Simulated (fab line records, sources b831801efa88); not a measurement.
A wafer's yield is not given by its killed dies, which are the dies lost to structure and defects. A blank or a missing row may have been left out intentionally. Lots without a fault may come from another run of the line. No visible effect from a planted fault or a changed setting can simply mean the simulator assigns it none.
The tool behind it: which one? | flow sky130 | 12 lots, 36 wafers sampled, at 5 steps of a route of 708

WHAT EACH GAUGE READ, for each wafer
SKY_FIELD_ISO_THK_MEAS_04.
lot  | measured    | on            | FIELD_ISO_CVD_03_THK (nm)
L411 | day 2 05:38 | film-metro-03 | 163.2 163.9 164.2
L414 | day 3 00:16 | film-metro-01 | 168.3 166.4 167.0
L415 | day 3 02:27 | film-metro-01 | 163.9 162.6 163.3
L416 | day 3 07:52 | film-metro-04 | 164.3 162.4 163.5
L419 | day 3 21:40 | film-metro-04 | 164.8 165.9 164.4
L420 | day 4 03:52 | film-metro-01 | 167.2 165.6 165.5
L422 | day 4 12:50 | film-metro-04 | 164.4 164.1 164.1
L426 | day 5 09:10 | film-metro-04 | 164.5 165.6 164.0
L428 | day 5 20:22 | film-metro-04 | 165.5 163.9 164.8
L429 | day 6 00:49 | film-metro-03 | 166.5 167.1 165.6
L430 | day 6 06:31 | film-metro-01 | 169.0 169.3 168.8
L431 | day 6 10:35 | film-metro-01 | 165.4 166.5 165.2

SKY_NWELL_RS_MEAS_29: measurement is done with a four-point probe.
lot  | measured     | on            | NWELL_RS (ohm/sq)
L411 | day 6 03:07  | film-metro-03 | 623.4 622.7 623.9
L414 | day 6 23:44  | film-metro-02 | 623.0 624.1 623.1
L415 | day 7 01:23  | film-metro-04 | 623.6 623.1 622.3
L416 | day 7 10:47  | film-metro-03 | 625.1 626.9 626.7
L419 | day 7 23:19  | film-metro-02 | 623.4 623.4 623.4
L420 | day 8 08:49  | film-metro-03 | 625.2 624.1 624.5
L422 | day 8 22:02  | film-metro-02 | 626.7 626.9 624.9
L426 | day 10 02:04 | film-metro-04 | 609.5 610.0 607.9
L428 | day 10 10:26 | film-metro-04 | 624.5 625.0 623.8
L429 | day 10 19:13 | film-metro-03 | 610.6 610.7 609.1
L430 | day 11 06:37 | film-metro-03 | 624.2 624.2 623.7
L431 | day 11 15:04 | film-metro-03 | 623.0 623.2 624.8

SKY_LI_CONTACT_BOW_MEAS_03.
lot  | measured     | on            | LI_CONTACT_BOW (um)
L411 | day 29 08:52 | film-metro-02 | 47 49 49
L414 | day 30 08:51 | film-metro-03 | 64 53 46
L415 | day 30 12:12 | film-metro-03 | 57 58 53
L416 | day 30 20:40 | film-metro-03 | 48 53 56
L419 | day 31 21:09 | film-metro-02 | 60 50 48
L420 | day 32 03:10 | film-metro-01 | 55 66 60
L422 | day 33 00:37 | film-metro-01 | 36 56 65
L426 | day 34 04:32 | film-metro-02 | 62 53 72
L428 | day 34 11:57 | film-metro-03 | 65 63 66
L429 | day 35 04:07 | film-metro-02 | 60 57 51
L430 | day 35 10:57 | film-metro-03 | 40 60 64
L431 | day 35 22:56 | film-metro-01 | 49 56 58

WHICH TOOL RAN EACH LOT (tool, then ch and the chambers of the sampled wafers, then the start)
lot  | SKY_NWELL_IMPLANT_11            | SKY_NWELL_STRIP_14
L411 | implanter-03 ch 0, day 5 08:31  | plasma-asher-02 ch 0,1, day 5 08:58
L414 | implanter-03 ch 0, day 6 04:07  | plasma-asher-01 ch 0,1, day 6 04:34
L415 | implanter-02 ch 0, day 6 06:17  | plasma-asher-01 ch 0,1, day 6 06:41
L416 | implanter-01 ch 0, day 6 14:26  | plasma-asher-02 ch 0,1, day 6 14:50
L419 | implanter-03 ch 0, day 7 02:31  | plasma-asher-03 ch 0,1, day 7 02:58
L420 | implanter-01 ch 0, day 7 12:31  | plasma-asher-02 ch 0,1, day 7 12:58
L422 | implanter-02 ch 0, day 8 01:14  | plasma-asher-01 ch 0,1, day 8 01:40
L426 | implanter-03 ch 0, day 9 01:34  | plasma-asher-03 ch 0,1, day 9 03:51
L428 | implanter-01 ch 0, day 9 11:22  | plasma-asher-01 ch 0,1, day 9 11:49
L429 | implanter-03 ch 0, day 9 18:49  | plasma-asher-02 ch 0,1, day 9 19:16
L430 | implanter-02 ch 0, day 10 06:22 | plasma-asher-03 ch 0,1, day 10 06:49
L431 | implanter-01 ch 0, day 10 14:04 | plasma-asher-01 ch 0,1, day 10 14:29
- SKY_NWELL_IMPLANT_11
- SKY_NWELL_STRIP_14: strips in O2/N2.

WHAT THE TOOLS THEMSELVES READ (means of the sampled wafers that have a number; where no wafer has one, the mark that the record gives instead)
SKY_NWELL_IMPLANT_11.
lot  | tool         | beam-energy-keV | dose-ions-cm2
L411 | implanter-03 | 399.91          | 1.8991e+13
L414 | implanter-03 | 400.15          | 1.8989e+13
L415 | implanter-02 | 400.14          | 1.9013e+13
L416 | implanter-01 | 399.96          | 1.9000e+13
L419 | implanter-03 | 400.03          | 1.9003e+13
L420 | implanter-01 | 400.10          | 1.9001e+13
L422 | implanter-02 | 399.90          | 1.8991e+13
L426 | implanter-03 | 399.98          | 1.9871e+13
L428 | implanter-01 | 399.97          | 1.8991e+13
L429 | implanter-03 | 400.24          | 1.9869e+13
L430 | implanter-02 | 400.04          | 1.8999e+13
L431 | implanter-01 | 400.07          | 1.9010e+13

SKY_NWELL_STRIP_14.
lot  | tool            | drypump-motor-current-A (A) | oes-product-au (a.u.) | strip-time-to-endpoint-s (s)
L411 | plasma-asher-02 | 5.79                        | 0.722                 | 36.82
L414 | plasma-asher-01 | 5.58                        | 0.722                 | 36.96
L415 | plasma-asher-01 | 5.56                        | 0.722                 | 36.81
L416 | plasma-asher-02 | 5.71                        | 0.727                 | 36.94
L419 | plasma-asher-03 | 5.53                        | 0.720                 | 36.94
L420 | plasma-asher-02 | 5.78                        | 0.716                 | 36.80
L422 | plasma-asher-01 | 5.66                        | 0.723                 | 36.80
L426 | plasma-asher-03 | 5.71                        | 0.728                 | 37.00
L428 | plasma-asher-01 | 5.64                        | 0.721                 | 36.97
L429 | plasma-asher-02 | 5.79                        | 0.722                 | 36.81
L430 | plasma-asher-03 | 5.56                        | 0.723                 | 36.93
L431 | plasma-asher-01 | 5.66                        | 0.722                 | 36.93

THE ANSWER, worked out from the rows above alone
Rule: usual is defined by the lots themselves. The widest of any qualifying gaps counts: lots, ordered by their means at a reading, are off when they make up no more than a third of the lots, leave a main group of 4 or more, and stand apart from it by 3 or more times the standard deviation of that group's means. If all means in a main group match to the digits the tables above print for the reading, that group is not used. A lot without any number at a reading at which 4 lots or more have one is off too. The other lots that the step has rows for count as sound. First the gauges in route order, then the tools' own readings, where a lot's mean is used as printed above. At the first step where some lot is off, the reading lying furthest off is the one used; lots without a number count as furthest.
Off: L426, L429, seen at SKY_NWELL_RS_MEAS_29 (NWELL_RS). The main group: mean 624.2 ohm/sq, standard deviation 1.1.
If a tool, at a process step before that reading, ran all the lots that are off and no sound lot after the first of them, it fits. Not tried: the gauges at SKY_NWELL_RS_MEAS_29; whatever is off there is also off at SKY_NWELL_IMPLANT_11, on other tools, and gauge error can't account for it. One fits: implanter-03 at SKY_NWELL_IMPLANT_11. A fault onset in the window from L419 (day 7 02:31, its last sound lot) to L426 (day 9 01:34, its first lot off) fits.
On the lots that are off, the tool's own readings at SKY_NWELL_IMPLANT_11 differ by more than 5 times the standard deviation of the sound lots' means, which bears it out; dose-ions-cm2 reads 1.9870e+13 there versus 1.8999e+13 on the sound lots.

WHAT THE SIMULATOR HAD PUT IN
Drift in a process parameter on implanter-03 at SKY_NWELL_IMPLANT_11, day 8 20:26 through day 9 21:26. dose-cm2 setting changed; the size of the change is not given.
Shown lots that were struck: L426, L429. This agrees with what the rule above found.
